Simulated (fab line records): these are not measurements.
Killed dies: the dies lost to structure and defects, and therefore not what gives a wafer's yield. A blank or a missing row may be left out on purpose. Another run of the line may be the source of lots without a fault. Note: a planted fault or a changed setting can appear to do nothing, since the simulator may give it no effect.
Which tool did it?    flow gf180mcu    12 lots, 36 wafers sampled, at 5 steps of a route of 602

WHAT THE GAUGES READ, wafer by wafer
GF_V3_THK_MEAS_03.
lot   measured      on            V3_CVD_02_THK (nm)
L187  day 21 07:30  filmMetro-03  848 858 858
L191  day 23 01:14  filmMetro-02  380 386 859
L192  day 23 12:52  filmMetro-03  844 860 369
L198  day 25 23:14  filmMetro-02  845 832 842
L200  day 26 10:14  filmMetro-01  852 863 839
L201  day 26 22:14  filmMetro-01  833 859 835
L202  day 27 01:08  filmMetro-01  845 852 859
L204  day 27 17:37  filmMetro-01  855 868 868
L206  day 28 05:13  filmMetro-03  844 865 862
L205  day 28 04:55  filmMetro-03  846 852 871
L207  day 28 16:52  filmMetro-03  855 853 854
L208  day 28 18:31  filmMetro-03  856 866 858

EACH LOT AND THE TOOL THAT RAN IT (in order: tool; ch and the chambers of the sampled wafers; start)
lot   GF_V2_STRIP_18                       GF_M3_SPUTTER_01             GF_M3_METAL_ETCH_16               GF_V3_CVD_02
L187  plasmaAsher-02 ch 0,1, day 20 04:46  pvdSputter-04, day 20 06:36  rieMetal-03 ch 0,1, day 21 06:38  pecvd-01 ch 0,1,2, day 21 07:26
L191  plasmaAsher-01 ch 0,1, day 21 23:52  pvdSputter-04, day 22 01:13  rieMetal-02 ch 0,1, day 23 00:22  pecvd-01 ch 1,2, day 23 01:10
L192  plasmaAsher-02 ch 0, day 22 11:54    pvdSputter-04, day 22 13:14  rieMetal-03 ch 0,1, day 23 11:54  pecvd-01 ch 0,2, day 23 12:47
L198  plasmaAsher-01 ch 0,1, day 24 20:30  pvdSputter-01, day 25 00:59  rieMetal-02 ch 0,1, day 25 22:18  pecvd-02 ch 0,1,2, day 25 23:10
L200  plasmaAsher-02 ch 0,1, day 25 10:50  pvdSputter-02, day 25 12:17  rieMetal-04 ch 0,1, day 26 09:06  pecvd-02 ch 0,1,2, day 26 10:10
L201  plasmaAsher-04 ch 0,1, day 25 22:58  pvdSputter-04, day 26 00:29  rieMetal-02 ch 0,1, day 26 21:06  pecvd-02 ch 0,1, day 26 22:10
L202  plasmaAsher-02 ch 0,1, day 26 02:03  pvdSputter-02, day 26 03:30  rieMetal-04 ch 0,1, day 27 00:14  pecvd-03 ch 0,1,2, day 27 01:04
L204  plasmaAsher-04 ch 0,1, day 26 18:58  pvdSputter-02, day 26 20:19  rieMetal-04 ch 0, day 27 16:37    pecvd-03 ch 0,1,2, day 27 17:32
L206  plasmaAsher-01 ch 0,1, day 27 05:46  pvdSputter-04, day 27 07:07  rieMetal-03 ch 1, day 28 02:55    pecvd-03 ch 0,1,2, day 28 05:09
L205  plasmaAsher-04 ch 0,1, day 27 06:09  pvdSputter-01, day 27 07:35  rieMetal-04 ch 0, day 28 03:52    pecvd-01 ch 1,2, day 28 04:50
L207  plasmaAsher-04 ch 0,1, day 27 18:44  pvdSputter-02, day 27 20:04  rieMetal-03 ch 1, day 28 15:50    pecvd-02 ch 0,2, day 28 16:47
L208  plasmaAsher-01 ch 0,1, day 27 21:21  pvdSputter-02, day 27 22:39  rieMetal-04 ch 0,1, day 28 17:36  pecvd-02 ch 0,2, day 28 18:26
- GF_V2_STRIP_18: strips in O2/N2.
- GF_M3_SPUTTER_01: material TiN, target thk 30 nm, time 25 s.
- GF_M3_METAL_ETCH_16: etches the open film in Cl2/BCl3, stops on SiO2, target depth 750.8 nm, time 125.1 s.
- GF_V3_CVD_02: deposits SiO2 from TEOS, target thk 850 nm, time 94.851 s.

WHAT THE TOOLS THEMSELVES READ (means of the sampled wafers that have a number; where no wafer has one, the mark that the record gives instead)
GF_V2_STRIP_18.
lot   tool            drypumpMotorCurrentA (A)  heaterPowerW (W)  oesProductAu (a.u.)
L187  plasmaAsher-02  6.1                       375               0.599
L191  plasmaAsher-01  5.6                       300               0.592
L192  plasmaAsher-02  6.3                       367               0.593
L198  plasmaAsher-01  5.6                       298               0.592
L200  plasmaAsher-02  6.1                       366               0.595
L201  plasmaAsher-04  5.4                       285               0.598
L202  plasmaAsher-02  6.1                       373               0.595
L204  plasmaAsher-04  5.4                       283               0.592
L206  plasmaAsher-01  5.7                       305               0.591
L205  plasmaAsher-04  5.4                       285               0.595
L207  plasmaAsher-04  5.4                       283               0.592
L208  plasmaAsher-01  5.7                       300               0.590

GF_M3_SPUTTER_01.
lot   tool           throttleValvePct (%)
L187  pvdSputter-04  30.7
L191  pvdSputter-04  30.7
L192  pvdSputter-04  30.7
L198  pvdSputter-01  29.6
L200  pvdSputter-02  30.9
L201  pvdSputter-04  30.6
L202  pvdSputter-02  31.6
L204  pvdSputter-02  31.2
L206  pvdSputter-04  30.8
L205  pvdSputter-01  30.0
L207  pvdSputter-02  31.2
L208  pvdSputter-02  31.1

GF_M3_METAL_ETCH_16.
lot   tool         drypumpMotorCurrentA (A)  mfcCl2Sccm (sccm)  oesProductAu (a.u.)  throttleValvePct (%)
L187  rieMetal-03  5.6                       79.90              0.990                28.230
L191  rieMetal-02  5.2                       79.86              0.993                28.232
L192  rieMetal-03  5.4                       79.72              0.994                28.229
L198  rieMetal-02  5.2                       80.00              0.996                28.225
L200  rieMetal-04  6.0                       80.23              0.984                28.231
L201  rieMetal-02  5.6                       79.89              0.993                28.229
L202  rieMetal-04  6.0                       79.99              0.987                28.237
L204  rieMetal-04  6.4                       79.90              0.999                28.215
L206  rieMetal-03  5.1                       79.54              0.992                28.221
L205  rieMetal-04  6.4                       79.83              0.993                28.217
L207  rieMetal-03  5.1                       80.02              1.000                28.219
L208  rieMetal-04  5.6                       79.83              0.986                28.231

GF_V3_CVD_02.
lot   tool      heaterPowerW (W)  runLengthS (s)
L187  pecvd-01  601               122.6
L191  pecvd-01  581               87.1
L192  pecvd-01  724               105.3
L198  pecvd-02  586               122.8
L200  pecvd-02  612               122.4
L201  pecvd-02  576               122.6
L202  pecvd-03  564               122.2
L204  pecvd-03  561               122.0
L206  pecvd-03  622               122.4
L205  pecvd-01  594               122.2
L207  pecvd-02  511               122.2
L208  pecvd-02  525               122.3

THE ANSWER, worked out from the rows above alone
Rule: the usual values come from the lots themselves. The widest of any qualifying gaps counts: lots, ordered by their means at a reading, are off when they make up no more than a third of the lots, leave a main group of 4 or more, and stand apart from it by 3 or more times the standard deviation of that group's means. The tables above print the reading to a certain number of digits; a main group whose means all agree to those digits is not used. Also off: a lot with no number at a reading for which 4 or more lots have one. Any other lot the step has rows for is counted as sound. After the gauges, taken in route order, come the tools' own readings; for these a lot's mean is taken, as printed above. The first step at which some lot is off is used, and at that step the reading that is off furthest; a lot without a number counts as furthest.
Off: L191, L192, seen at GF_V3_THK_MEAS_03 (V3_CVD_02_THK). The main group: mean 853 nm, standard deviation 7.
If a tool, at a process step before that reading, ran all the lots that are off and no sound lot after the first of them, it fits. The gauges at GF_V3_THK_MEAS_03 aren't tried: what is off there is off at GF_V3_CVD_02 too, on other tools, and a gauge's error can't cause that. Of those tried, none fits.

WHAT THE SIMULATOR HAD PUT IN
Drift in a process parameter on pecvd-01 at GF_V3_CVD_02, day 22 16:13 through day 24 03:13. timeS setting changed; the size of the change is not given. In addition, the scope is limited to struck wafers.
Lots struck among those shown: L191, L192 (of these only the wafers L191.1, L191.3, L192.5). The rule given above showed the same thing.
